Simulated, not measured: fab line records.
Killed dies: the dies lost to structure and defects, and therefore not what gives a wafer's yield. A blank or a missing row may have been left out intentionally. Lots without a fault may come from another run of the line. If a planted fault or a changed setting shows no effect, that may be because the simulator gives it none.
Chamber matching	flow gf180mcu	4 sister chambers for GF_CONTACT_CMP_04 on cmp-01
The step polishes SiO2. 8 wafers are shown with their chamber, then 8 later ones without.

## WAFERS, EACH WITH ITS CHAMBER
wafer	chamber	motor_current_A (A)	time_to_endpoint_s (s)
L567.5	1	11.6	115
L568.4	1	11.3	118
L570.1	3	10.3	113
L570.6	2	11.6	115
L571.1	3	9.8	103
L571.3	0	12.0	102
L571.4	2	11.8	107
L572.2	0	11.8	104

## WAFERS WITHOUT THEIR CHAMBER
wafer	motor_current_A (A)	time_to_endpoint_s (s)
L572.3	10.7	111
L572.6	11.8	108
L583.1	11.3	109
L583.4	12.7	108
L583.6	12.1	107
L584.4	11.9	117
L584.5	11.7	111
L584.6	11.2	110

## CHAMBER TAKEN BY EACH
wafer	from the rows above	in truth
L572.3	can't be placed: 3 or 1 or 2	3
L572.6	can't be placed: 2 or 0 or 1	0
L583.1	can't be placed: 1 or 2 or 0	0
L583.4	can't be placed: 0 or 2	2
L583.6	can't be placed: 0 or 2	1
L584.4	can't be placed: 2 or 1 or 0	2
L584.5	can't be placed: 2 or 1 or 0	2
L584.6	can't be placed: 1 or 2 or 0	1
0 of 8 placed correctly. Unplaceable from these rows: 8, with the true chamber sitting among the candidates in 7. 0 placed wrongly.
How it was worked out, from the rows above alone: a wafer's distance from a chamber is the root of the sum, over the readings, of the square of ((its reading less the chamber's mean) divided by the reading's scatter). If the next closest chamber is less than 2 further off than the closest, the wafer can't be placed; otherwise it belongs to the closest. For every chamber, the mean is computed from those of its wafers that are shown. The scatter: the root of (the sum of the squares of (reading less its chamber's mean) over the shown wafers, divided by (wafers less chambers)).
